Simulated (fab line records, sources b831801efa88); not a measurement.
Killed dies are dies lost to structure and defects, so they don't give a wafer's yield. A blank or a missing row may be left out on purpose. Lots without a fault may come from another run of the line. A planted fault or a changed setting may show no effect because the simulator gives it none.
Which tool did it? | flow gf180mcu | 13 lots, 39 wafers sampled, at 4 steps of a route of 602

WHAT THE GAUGES READ, wafer by wafer
GF_POLY_GATE_THK_MEAS_17.
lot  | measured     | on            | POLY_GATE_OXIDATION_THK (nm)
L863 | day 9 07:56  | film_metro-02 | 3.98 3.98 4.06
L864 | day 9 12:29  | film_metro-04 | 3.87 3.95 4.01
L865 | day 9 18:48  | film_metro-04 | 4.12 4.11 4.07
L866 | day 10 02:14 | film_metro-04 | 4.19 4.06 4.13
L867 | day 10 07:14 | film_metro-04 | 4.09 4.08 4.10
L868 | day 10 15:02 | film_metro-03 | 4.08 3.96 4.03
L870 | day 11 07:42 | film_metro-04 | 3.98 4.12 4.05
L871 | day 11 14:26 | film_metro-03 | 4.00 4.07 4.02
L872 | day 12 07:55 | film_metro-04 | 3.99 3.96 3.90
L873 | day 12 16:10 | film_metro-02 | 4.09 3.91 4.00
L874 | day 12 18:50 | film_metro-02 | 4.17 4.09 4.07
L884 | day 15 12:14 | film_metro-02 | 3.98 4.10 4.07
L885 | day 15 17:59 | film_metro-04 | 4.03 3.96 4.05

GF_HV_LDD_CD_MEAS_19: target cd 400 nm.
lot  | measured     | on        | cd_nm (nm)
L863 | day 10 19:58 | cd_sem-02 | 398.1 400.2 400.1
L864 | day 11 00:29 | cd_sem-01 | 404.3 405.0 406.5
L865 | day 11 07:52 | cd_sem-01 | 398.9 399.3 398.0
L866 | day 11 14:55 | cd_sem-01 | 397.1 399.2 401.1
L867 | day 11 20:58 | cd_sem-02 | 400.3 401.6 400.5
L868 | day 12 04:26 | cd_sem-01 | 401.7 402.1 398.6
L870 | day 12 21:22 | cd_sem-02 | 401.1 402.1 400.0
L871 | day 13 05:23 | cd_sem-02 | 394.8 395.2 395.7
L872 | day 13 23:43 | cd_sem-01 | 395.4 398.7 398.2
L873 | day 14 08:50 | cd_sem-01 | 401.7 402.4 401.2
L874 | day 14 12:22 | cd_sem-01 | 399.4 398.9 399.4
L884 | day 17 09:19 | cd_sem-01 | 400.7 397.0 398.1
L885 | day 17 15:23 | cd_sem-02 | 398.7 398.9 400.3

GF_HV_LDD_OVL_MEAS_32.
lot  | measured     | on         | HV_LDD_02_OVL (nm)
L863 | day 11 14:41 | overlay-02 | -0.1 -0.1 -1.8
L864 | day 11 19:53 | overlay-01 | -0.4 0.1 0.6
L865 | day 12 02:56 | overlay-02 | -2.8 -2.2 -1.3
L866 | day 12 10:10 | overlay-02 | -1.6 -2.2 -1.9
L867 | day 12 16:05 | overlay-02 | -1.5 -2.7 -3.3
L868 | day 12 23:46 | overlay-02 | -1.5 -2.1 -0.8
L870 | day 13 17:42 | overlay-02 | -3.2 -2.8 -0.1
L871 | day 14 02:27 | overlay-01 | -1.3 0.2 -1.9
L872 | day 14 20:47 | overlay-01 | -1.5 -2.4 -4.2
L873 | day 15 06:09 | overlay-01 | -2.1 -1.1 -2.1
L874 | day 15 10:29 | overlay-02 | -2.0 -2.7 -1.5
L884 | day 18 09:02 | overlay-01 | -0.1 1.2 0.4
L885 | day 18 15:06 | overlay-02 | -1.0 0.6 -0.9

WHICH TOOL RAN EACH LOT (tool, then ch and the chambers of the sampled wafers, then the start)
lot  | GF_HV_LDD_STRIP_22
L863 | plasma_asher-02 ch 0, day 10 20:17
L864 | plasma_asher-03 ch 0,1, day 11 00:47
L865 | plasma_asher-01 ch 0, day 11 08:11
L866 | plasma_asher-02 ch 0,1, day 11 15:13
L867 | plasma_asher-03 ch 0,1, day 11 21:16
L868 | plasma_asher-03 ch 0,1, day 12 04:43
L870 | plasma_asher-03 ch 0,1, day 12 21:40
L871 | plasma_asher-02 ch 0,1, day 13 05:40
L872 | plasma_asher-02 ch 0,1, day 14 00:01
L873 | plasma_asher-02 ch 0,1, day 14 09:08
L874 | plasma_asher-01 ch 0,1, day 14 12:41
L884 | plasma_asher-01 ch 0,1, day 17 09:38
L885 | plasma_asher-03 ch 0, day 17 15:40
- GF_HV_LDD_STRIP_22: strips in O2/N2.

WHAT THE TOOLS THEMSELVES READ (means of the sampled wafers that have a number; where no wafer has one, the mark that the record gives instead)
GF_HV_LDD_STRIP_22.
lot  | tool            | drypump_motor_current_A (A) | heater_power_w (W) | oes_product_au (a.u.) | strip_time_to_endpoint_s (s)
L863 | plasma_asher-02 | 6.2                         | 321                | 0.712                 | 12.61
L864 | plasma_asher-03 | 5.0                         | 339                | 0.713                 | 12.60
L865 | plasma_asher-01 | 5.2                         | 369                | 0.719                 | 12.60
L866 | plasma_asher-02 | 6.1                         | 340                | 0.719                 | 12.65
L867 | plasma_asher-03 | 5.3                         | 336                | 0.717                 | 12.60
L868 | plasma_asher-03 | 5.3                         | 340                | 0.715                 | 12.59
L870 | plasma_asher-03 | 5.0                         | 342                | 0.716                 | 12.61
L871 | plasma_asher-02 | 5.9                         | 362                | 0.716                 | 12.60
L872 | plasma_asher-02 | 6.0                         | 337                | 0.715                 | 12.65
L873 | plasma_asher-02 | 6.1                         | 348                | 0.953                 | -
L874 | plasma_asher-01 | 5.3                         | 331                | 0.719                 | 12.67
L884 | plasma_asher-01 | 5.2                         | 350                | 0.714                 | 12.69
L885 | plasma_asher-03 | 5.6                         | 340                | 0.716                 | 12.65

THE ANSWER, worked out from the rows above alone
Rule: what is usual is taken from the lots themselves. Put in order of their means at a reading, lots are off if they are a third of the lots or fewer, leave a main group of 4 or more, and stand apart from it by a gap of 3 or more times the standard deviation of the main group's means; of several such gaps the widest counts. A main group whose means are all the same, to the digits that the tables above print for the reading, isn't used. A lot without any number at a reading at which 4 lots or more have one is off too. The other lots that the step has rows for count as sound. The gauges are gone through in route order, then the tools' own readings, and for those a lot's mean is taken as printed above. The first step at which some lot is off is used, and at that step the reading that is off furthest; a lot without a number counts as furthest.
Off: L873, at GF_HV_LDD_STRIP_22 (strip_time_to_endpoint_s). Without a number there: L873. The main group: mean 12.63 s, standard deviation 0.032.
A tool fits if, at that step or a process step before it, it ran every lot that is off, and no sound lot after the first of them. One fits: plasma_asher-02 at GF_HV_LDD_STRIP_22. Its last sound lot is L872 (day 14 00:01), its first lot that is off L873 (day 14 09:08): a fault that began between those two fits.
The tool's own readings at GF_HV_LDD_STRIP_22 bear it out: on the lots that are off they differ by more than 5 times the standard deviation of the sound lots' means. oes_product_au reads 0.953 a.u. there against 0.716 a.u. on the sound lots.
Blank at GF_HV_LDD_STRIP_22 on the lots that are off, where sound lots have numbers: strip_time_to_endpoint_s.

WHAT THE SIMULATOR HAD PUT IN
Strip aborted: plasma_asher-02, from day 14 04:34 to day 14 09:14, at GF_HV_LDD_STRIP_22. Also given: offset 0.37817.
Lots struck among those shown: L873. The rule above found the same.
